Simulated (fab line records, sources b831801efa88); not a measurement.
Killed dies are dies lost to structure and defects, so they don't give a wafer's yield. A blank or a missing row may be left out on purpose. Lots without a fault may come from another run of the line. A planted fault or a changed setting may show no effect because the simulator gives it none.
Chamber matching | flow sky130 | SKY_VIA2_ETCH_15 on rie_diel-04: 4 sister chambers
The step etches SiO2 in C4F8/O2/Ar, stops on TiN, target depth 546 nm, time 85.76 s. 8 wafers are shown with their chamber, then 12 later ones without.

WAFERS WITH THEIR CHAMBER
wafer  | chamber | oes_product_au (a.u.)
L085.6 | 0       | 0.939
L088.3 | 3       | 0.941
L089.1 | 0       | 0.932
L089.2 | 2       | 0.935
L089.3 | 1       | 0.940
L089.4 | 3       | 0.934
L089.5 | 2       | 0.935
L089.6 | 1       | 0.938

WAFERS WITHOUT THEIR CHAMBER
wafer  | oes_product_au (a.u.)
L091.1 | 0.938
L091.2 | 0.936
L091.3 | 0.936
L091.4 | 0.935
L091.5 | 0.941
L091.6 | 0.923
L092.2 | 0.931
L092.3 | 0.934
L092.6 | 0.932
L093.1 | 0.944
L093.4 | 0.942
L093.5 | 0.950

WHICH CHAMBER EACH WENT THROUGH
wafer  | from the rows above               | in truth
L091.1 | can't be placed: 3 or 1 or 0 or 2 | 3
L091.2 | can't be placed: 0 or 2 or 3 or 1 | 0
L091.3 | can't be placed: 0 or 2 or 3 or 1 | 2
L091.4 | can't be placed: 2 or 0 or 3 or 1 | 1
L091.5 | can't be placed: 1 or 3 or 0 or 2 | 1
L091.6 | can't be placed: 2 or 0 or 3 or 1 | 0
L092.2 | can't be placed: 2 or 0 or 3 or 1 | 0
L092.3 | can't be placed: 2 or 0 or 3 or 1 | 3
L092.6 | can't be placed: 2 or 0 or 3 or 1 | 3
L093.1 | can't be placed: 1 or 3 or 0 or 2 | 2
L093.4 | can't be placed: 1 or 3 or 0 or 2 | 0
L093.5 | can't be placed: 1 or 3 or 0 or 2 | 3
Placed correctly: 0 of 12. Can't be placed from these rows: 12 (the true chamber is among the candidates in 12). Placed wrongly: 0.
How it was worked out, from the rows above alone: a wafer's distance from a chamber is the root of the sum, over the readings, of the square of ((its reading less the chamber's mean) divided by the reading's scatter). The wafer belongs to the nearest chamber; if the next one is less than 2 further off, it can't be placed. A chamber's mean is the mean of its shown wafers. The scatter: the root of (the sum of the squares of (reading less its chamber's mean) over the shown wafers, divided by (wafers less chambers)).
